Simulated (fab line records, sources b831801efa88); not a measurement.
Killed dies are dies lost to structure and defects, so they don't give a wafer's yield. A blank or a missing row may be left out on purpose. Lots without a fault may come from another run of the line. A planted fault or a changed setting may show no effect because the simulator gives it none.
Which tool did it? | flow gf180mcu | 6 lots, 18 wafers sampled, at 3 steps of a route of 602

WHAT THE GAUGES READ, wafer by wafer
GF_M1_RS_MEAS_05: measures by four-point-probe.
lot  | measured     | on            | M1_ALCU_RS (ohm/sq)
L979 | day 16 11:11 | film_metro-03 | 0.0706 0.0702 0.0697
L981 | day 17 07:18 | film_metro-03 | 0.0692 0.0698 0.0688
L988 | day 19 22:11 | film_metro-03 | 0.0696 0.0691 0.0692
L992 | day 21 06:21 | film_metro-03 | 0.0696 0.0697 0.0698
L995 | day 22 08:39 | film_metro-02 | 0.1888 0.0698 0.0698
L999 | day 24 01:40 | film_metro-02 | 0.0688 0.0691 0.0697

WHICH TOOL RAN EACH LOT (tool, then ch and the chambers of the sampled wafers, then the start)
lot  | GF_CONTACT_ETCH_16                 | GF_M1_SPUTTER_02
L979 | rie_diel-04 ch 1,2,3, day 16 09:22 | pvd_sputter-03, day 16 11:04
L981 | rie_diel-04 ch 0,1,3, day 17 05:31 | pvd_sputter-03, day 17 07:11
L988 | rie_diel-01 ch 0,2, day 19 20:48   | pvd_sputter-03, day 19 22:05
L992 | rie_diel-04 ch 1,2,3, day 21 04:58 | pvd_sputter-01, day 21 06:14
L995 | rie_diel-04 ch 0,1,3, day 22 07:16 | pvd_sputter-01, day 22 08:34
L999 | rie_diel-03 ch 2,3, day 24 00:18   | pvd_sputter-02, day 24 01:35
- GF_CONTACT_ETCH_16: etches BARC in N2/H2.
- GF_M1_SPUTTER_02: material AlCu, target thk 450 nm, time 23.9 s.

THE ANSWER, worked out from the rows above alone
Rule: what is usual is taken from the lots themselves. Put in order of their means at a reading, lots are off if they are a third of the lots or fewer, leave a main group of 4 or more, and stand apart from it by a gap of 3 or more times the standard deviation of the main group's means; of several such gaps the widest counts. A main group whose means are all the same, to the digits that the tables above print for the reading, isn't used. A lot without any number at a reading at which 4 lots or more have one is off too. The other lots that the step has rows for count as sound.
Off: L995, at GF_M1_RS_MEAS_05 (M1_ALCU_RS). The main group: mean 0.0695 ohm/sq, standard deviation 0.00036.
A tool fits if, at a process step before that reading, it ran every lot that is off, and no sound lot after the first of them. The gauges at GF_M1_RS_MEAS_05 are tried like those tools. Can't be told from this: 2 tools fit, rie_diel-04 at GF_CONTACT_ETCH_16, pvd_sputter-01 at GF_M1_SPUTTER_02.

WHAT THE SIMULATOR HAD PUT IN
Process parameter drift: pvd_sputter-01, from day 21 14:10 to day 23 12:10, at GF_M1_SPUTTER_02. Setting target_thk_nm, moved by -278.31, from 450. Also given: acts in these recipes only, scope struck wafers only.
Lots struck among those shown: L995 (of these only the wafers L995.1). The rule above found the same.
